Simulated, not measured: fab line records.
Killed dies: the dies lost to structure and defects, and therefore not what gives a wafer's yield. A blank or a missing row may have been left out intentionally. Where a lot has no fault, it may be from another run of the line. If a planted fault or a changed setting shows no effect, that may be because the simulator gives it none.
fab line records | flow sky130
[record] lots = 7 wafers = 20 last-day = 50
route steps=708 shown LDD_N@247 LDD_P@255
lots that met no fault: from a run of the same line without faults
start-h: hours from the record's first day to the start of the lot's first wafer shown | wait-h: how many hours have passed since the lot's step before this one | " as in the row above | L1.1+2: a row that stands for several wafers | - either no value or no given start | * or withheld: withheld | < > ~ a bound
route shown NAME@n: names a module that has steps shown in the file, with the first one's number in the route | usual: average and standard deviation across the fault-free wafers | same: alike in all rows | chamber/n: place in a boat | sites: the reading at each site | _std_site: how widely they spread, as a standard deviation | _edge_site: the outer-site mean with the inner-site mean subtracted | radius-mm: for every site, how far away it sits from the centre of the wafer | mask NAME#n: copy n | behind: the tool/chamber that last shaped the wafer | hold: why the lot went on hold/how many hours it stayed there/how the hold came to an end | device: names the non-switching transistor (n, p or np) | end of line: tests run on the same wafers once the route is complete | a step without rows: its recipe alone | killed: dies that structure and defects cost at the first sort, which is not the same as the wafer's yield | map: dies across one wafer; x = killed, . = not, _ = none there
set.NAME: the run value of the setting; set.NAME@STEP: its run value at that earlier step | model.NAME: the simulator's own value behind a step, which no gauge read
certain route steps with their lots: each step a table, each wafer a row
services: a tool's chamber out of use, with start hour (start-h, from the record's first day; less than 0 if before it), hours out, and reason
[[steps]]
[step SKY_LDD_N_IMPLANT_10]
[recipe] species = As energy-kev = 20 dose-cm2 = 7.5e+13 tilt-deg = withheld rotation-deg = 203
[step SKY_LDD_N_IMPLANT_11]
[recipe] species = As energy-kev = 20 dose-cm2 = 7.5e+13 tilt-deg = withheld rotation-deg = 293
[step SKY_LDD_N_IMPLANT_12]
[recipe] species = BF2 energy-kev = 50 dose-cm2 = 5e+12 tilt-deg = 30 rotation-deg = 0
[step SKY_LDD_N_IMPLANT_13]
[recipe] species = BF2 energy-kev = 50 dose-cm2 = 5e+12 tilt-deg = 30 rotation-deg = 90
[step SKY_LDD_N_IMPLANT_14]
[recipe] species = BF2 energy-kev = 50 dose-cm2 = 5e+12 tilt-deg = 30 rotation-deg = 180
[step SKY_LDD_N_IMPLANT_15]
[recipe] species = BF2 energy-kev = 50 dose-cm2 = 5e+12 tilt-deg = 30 rotation-deg = 270
[step SKY_LDD_N_STRIP_16]
[recipe] chemistry = O2/N2 power-w = 1400 pressure-mtorr = 1500 platen-temp-c = withheld o2-flow-sccm = 3000 n2-flow-sccm = 300 overash-fraction = 0.5
[usual] drypump-motor-current-A = 5.55/0.24 oes-product-au = 0.407/0.0048 strip-time-to-endpoint-s = 4.316/0.014
[same] overash-fraction = 0.5
// columns lot.wafer tool chamber start-h wait-h drypump-motor-current-A oes-product-au rf-hours-counter-h strip-time-to-endpoint-s
L447.2 plasma-asher-03 1 405.82 0.1 5.95 0.417 62 4.347
L447.3 " 0 " " 5.42 0.407 - 4.313
L447.4 " 1 " " 5.95 0.404 - 4.325
L453.1 plasma-asher-03 0 455.04 0.1 5.41 0.407 67 4.312
L453.4 " 0 " " 5.44 0.402 - 4.304
L453.6 " 0 " " 5.42 0.408 - 4.315
L454.2 plasma-asher-04 1 470.13 0.1 5.41 0.403 76 4.302
L454.3 " 1 " " 5.40 0.405 - 4.337
L454.5 " 1 " " 5.40 0.398 - 4.308
L456.1 plasma-asher-01 0 481.63 0.1 5.46 0.406 5 4.292
L456.4 " 1 " " 5.23 0.405 - 4.323
L456.5 " 1 " " 5.22 0.407 - 4.301
L466.1 plasma-asher-03 1 578.89 0.1 5.95 0.410 79 4.288
L466.3 " 0 " " 5.44 0.421 - 4.322
L466.4 " 1 " " 5.95 0.407 - 4.308
L468.2 plasma-asher-01 0 591.12 0.1 5.45 0.407 17 4.328
L468.3 " 1 " " 5.27 0.404 - 4.326
L469.1 plasma-asher-04 1 597.67 0.1 5.43 0.411 88 4.329
L469.3 " 1 " " 5.39 0.404 - 4.333
L469.6 " 1 " " 5.39 0.405 - 4.341
[step SKY_LDD_N_TW_MEAS_17]
[usual] LDD_N_TW = 2581/14
// columns lot.wafer tool chamber start-h wait-h LDD_N_TW
L447.2 film-metro-03 - 405.93 0.1 2579
L447.3 " - " " 2559
L447.4 " - " " 2578
L453.1 film-metro-01 - 455.14 0.1 2591
L453.4 " - " " 2585
L453.6 " - " " 2587
L454.2 film-metro-03 - 470.24 0.1 2590
L454.3 " - " " 2567
L454.5 " - " " 2572
L456.1 film-metro-04 - 481.73 0.1 2572
L456.4 " - " " 2575
L456.5 " - " " 2573
L466.1 film-metro-04 - 578.99 0.1 2575
L466.3 " - " " 2573
L466.4 " - " " 2587
L468.2 film-metro-04 - 591.23 0.1 2584
L468.3 " - " " 2581
L469.1 film-metro-04 - 597.77 0.1 2585
L469.3 " - " " 2590
L469.6 " - " " 2591
[step SKY_LDD_P_DEHYDRATE_00]
[recipe] temp-c = 200 time-s = 60
[step SKY_LDD_P_HMDS_01]
[recipe] prime-time-s = 60 prime-temp-c = 120
[step SKY_LDD_P_COAT_02]
[recipe] resist = NOVOLAK spin-rpm = 3000 resist-thk-nm = 1140
[step SKY_LDD_P_SOFTBAKE_03]
[recipe] temp-c = 90 time-s = 60 resist = NOVOLAK
[step SKY_LDD_P_EXPOSE_04]
[recipe] mask-id = PSDM na = 0.6 source-shape = conventional sigma-outer = 0.6 polarization = unpolarized target-cd-nm = 380 dose-mj = 138
[same] na = 0.6
// columns lot.wafer tool chamber start-h wait-h mask
L447.2+3+4 iline-stepper-02 0 420.78 - PSDM#0
L453.1+4+6 iline-stepper-02 0 470.18 - PSDM#0
L454.2+3+5 iline-stepper-02 0 485.82 - PSDM#0
L456.1+4+5 iline-stepper-02 0 497.38 - PSDM#0
L466.1+3+4 iline-stepper-02 0 593.65 - PSDM#0
L468.2+3 iline-stepper-02 0 606.23 - PSDM#0
L469.1+3+6 iline-stepper-02 0 613.50 - PSDM#0
[step SKY_LDD_P_PEB_05]
[recipe] temp-c = withheld time-s = * resist = NOVOLAK
[step SKY_LDD_P_DEVELOP_06]
[recipe] resist = NOVOLAK developer = TMAH develop-time-s = 60 dev-temp-c = 23
[step SKY_LDD_P_CD_MEAS_07]
[recipe] target-cd-nm = 380
[usual] cd-nm = 379.8/2
// columns lot.wafer tool chamber start-h wait-h cd-nm
L447.2 cd-sem-02 - 435.62 0.1 379.7
L447.3 " - " " 381.5
L447.4 " - " " 381.3
L453.1 cd-sem-01 - 485.73 0.1 378.3
L453.4 " - " " 377.9
L453.6 " - " " 378.0
L454.2 cd-sem-01 - 500.62 0.1 382.8
L454.3 " - " " 384.0
L454.5 " - " " 381.6
L456.1 cd-sem-02 - 512.60 0.1 380.5
L456.4 " - " " 379.0
L456.5 " - " " 379.7
L466.1 cd-sem-01 - 608.45 0.1 357.3
L466.3 " - " " 379.3
L466.4 " - " " 379.5
L468.2 cd-sem-02 - 620.32 0.1 356.9
L468.3 " - " " 379.5
L469.1 cd-sem-01 - 627.46 0.1 353.6
L469.3 " - " " 375.9
L469.6 " - " " 377.5
[step SKY_LDD_P_OVL_MEAS_08]
[usual] LDD_P_OVL = -0.8/1.6
// columns lot.wafer tool chamber start-h wait-h LDD_P_OVL[nm]
L447.2 overlay-02 - 435.73 0.1 -4.2
L447.3 " - " " -4.1
L447.4 " - " " -4.5
L453.1 overlay-02 - 485.85 0.1 -3.2
L453.4 " - " " -2.6
L453.6 " - " " -2.3
L454.2 overlay-02 - 500.73 0.1 -3.2
L454.3 " - " " -4.4
L454.5 " - " " -2.9
L456.1 overlay-01 - 512.72 0.1 -1.1
L456.4 " - " " -2.1
L456.5 " - " " -0.8
L466.1 overlay-02 - 608.57 0.1 -1.7
L466.3 " - " " 0.3
L466.4 " - " " 0.0
L468.2 overlay-02 - 620.43 0.1 -2.4
L468.3 " - " " -2.3
L469.1 overlay-02 - 627.58 0.1 1.8
L469.3 " - " " -0.7
L469.6 " - " " 0.0
[[services]]
// columns tool chamber start-h hours kind
iline-stepper-02 - 399.92 17.0 repair
plasma-asher-01 - 421.25 9.0 pm
plasma-asher-01 0 421.25 10.6 vent-cycle
plasma-asher-01 1 421.25 10.6 vent-cycle
iline-stepper-02 - 428.59 1.7 pm
plasma-asher-01 - 429.01 2.8 repair
plasma-asher-01 0 430.25 - clean
plasma-asher-01 1 430.25 - clean
iline-stepper-02 - 520.88 2.1 pm
iline-stepper-02 - 522.97 - consumable-replace:lamp
iline-stepper-02 - 539.70 2.0 repair
iline-stepper-02 - 596.16 5.0 repair
[[key]]
[first-sign] step = SKY_LDD_P_CD_MEAS_07 reading = cd-nm direction = down sigmas = 12 usual = 379.8 struck = 356.0
effect none on later readings
met-at SKY_LDD_P_EXPOSE_04
struck-wafers L466.1,L468.2,L469.1
tester-left-out L466,L468,L469
onset-between 497.38 593.65
[fault] kind = process-parameter-drift tool = iline-stepper-02 chamber = - onset-h = 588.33 steps = SKY_LDD_P_EXPOSE_04 channel = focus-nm offset = 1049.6 shape = step end-h = 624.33 scope = struck-wafers-only
// tester-left-out: of these lots the tester's yield and bins aren't shown, on N5 and GAA mostly nor the transistor test; their killed dies are dies lost to structure and defects alone, not to doping, threshold or leakage, so they don't give the yield
